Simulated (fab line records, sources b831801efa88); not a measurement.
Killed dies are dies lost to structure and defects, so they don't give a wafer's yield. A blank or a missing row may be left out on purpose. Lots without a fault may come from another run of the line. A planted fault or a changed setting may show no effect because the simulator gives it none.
A struck lot beside a sound one | flow sky130 | 17 steps out of a route of 708
Sound: wafers L724.4, L724.5, L724.6. Struck: wafers L734.1, L734.3, L734.6. The cause comes at the end.
At each step with rows: each side's tool, then ch and its chambers, then its first start. Under that, the readings that differ: sound wafers | struck wafers | difference of the means | sigmas: that difference in standard deviations of wafers without a fault.
alike: readings whose means differ by less than 2 such deviations, and words and numbers that are the same on both sides. not compared: withheld readings, readings that some wafer has no value for, bounds like >300 that may hide the same value, and numbers for which the record gives no deviation and whose values overlap.
The two part at a step that has a row with sigmas, a row that says differs or no value, or rows on one side only. Numbers that don't overlap but have no deviation are shown without sigmas and don't part them. A reading that every wafer of one side lacks parts them only if that side has two wafers or more.

first, 1 step without rows for these wafers: SKY_SD_P_DEVELOP_06 (develop time 60 s).
SKY_SD_P_CD_MEAS_07: target cd 380 nm.
  sound on cd_sem-02, day 29 23:11; struck on cd_sem-02, day 32 19:44
  alike: cd_nm
SKY_SD_P_OVL_MEAS_08:
  sound on overlay-01, day 29 23:16; struck on overlay-02, day 32 19:51
  alike: SD_P_OVL
then, 1 step without rows for these wafers: SKY_SD_P_IMPLANT_09.
SKY_SD_P_STRIP_10: strips in O2/N2.
  sound on plasma_asher-01 ch 0,1, day 29 23:28; struck on plasma_asher-03 ch 0,1, day 32 20:02
  alike: drypump_motor_current_A, oes_product_au, strip_time_to_endpoint_s
  not compared: rf_hours_counter_h
SKY_SD_P_TW_MEAS_11:
  sound on film_metro-04, day 29 23:34; struck on film_metro-03, day 32 20:08
  reading | sound          | struck         | difference | sigmas
  SD_P_TW | 2911 2894 2887 | 2816 2817 2816 | -81        | -3
then, 6 steps without rows for these wafers: SKY_RES_XHIGH_DEHYDRATE_00 (time 60 s); SKY_RES_XHIGH_HMDS_01 (prime time 60 s); SKY_RES_XHIGH_COAT_02 (resist thk 1140 nm); SKY_RES_XHIGH_SOFTBAKE_03 (time 60 s); SKY_RES_XHIGH_EXPOSE_04 (exposes mask URPM, target cd 1270 nm); SKY_RES_XHIGH_PEB_05.
SKY_RES_XHIGH_DEVELOP_06: develop time 60 s.
  sound on litho_track-03 ch 0, day 31 03:14; struck on litho_track-01, day 33 22:17
  no value came back on the struck wafers for chill_plate_temp_C (C), develop_time_s (s); on the sound wafers chill_plate_temp_C (C) reads 22.98 22.73 22.91
then, 1 step without rows for these wafers: SKY_RES_XHIGH_IMPLANT_07.
SKY_RES_XHIGH_STRIP_08: strips in O2/N2.
  sound on plasma_asher-03 ch 0,1, day 31 03:30; struck on plasma_asher-04 ch 1, day 33 22:35
  reading                      | sound             | struck            | difference | sigmas
  strip_time_to_endpoint_s (s) | 14.24 14.21 14.23 | 14.32 14.32 14.32 | +0.09      | +2
  alike: drypump_motor_current_A, oes_product_au
  not compared: rf_hours_counter_h
SKY_RES_XHIGH_TW_MEAS_09:
  sound on film_metro-04, day 31 03:35; struck on film_metro-04, day 33 22:41
  reading      | sound          | struck   | difference | sigmas
  RES_XHIGH_TW | 1673 1675 1674 | 31 31 31 | -1643      | -99 or more
then, 1 step without rows for these wafers: SKY_SD_N_DEHYDRATE_00 (time 60 s).

WHERE THEY PART
First at SKY_SD_P_TW_MEAS_11; last, within this record, at SKY_RES_XHIGH_TW_MEAS_09.

WHY: what the simulator had put in
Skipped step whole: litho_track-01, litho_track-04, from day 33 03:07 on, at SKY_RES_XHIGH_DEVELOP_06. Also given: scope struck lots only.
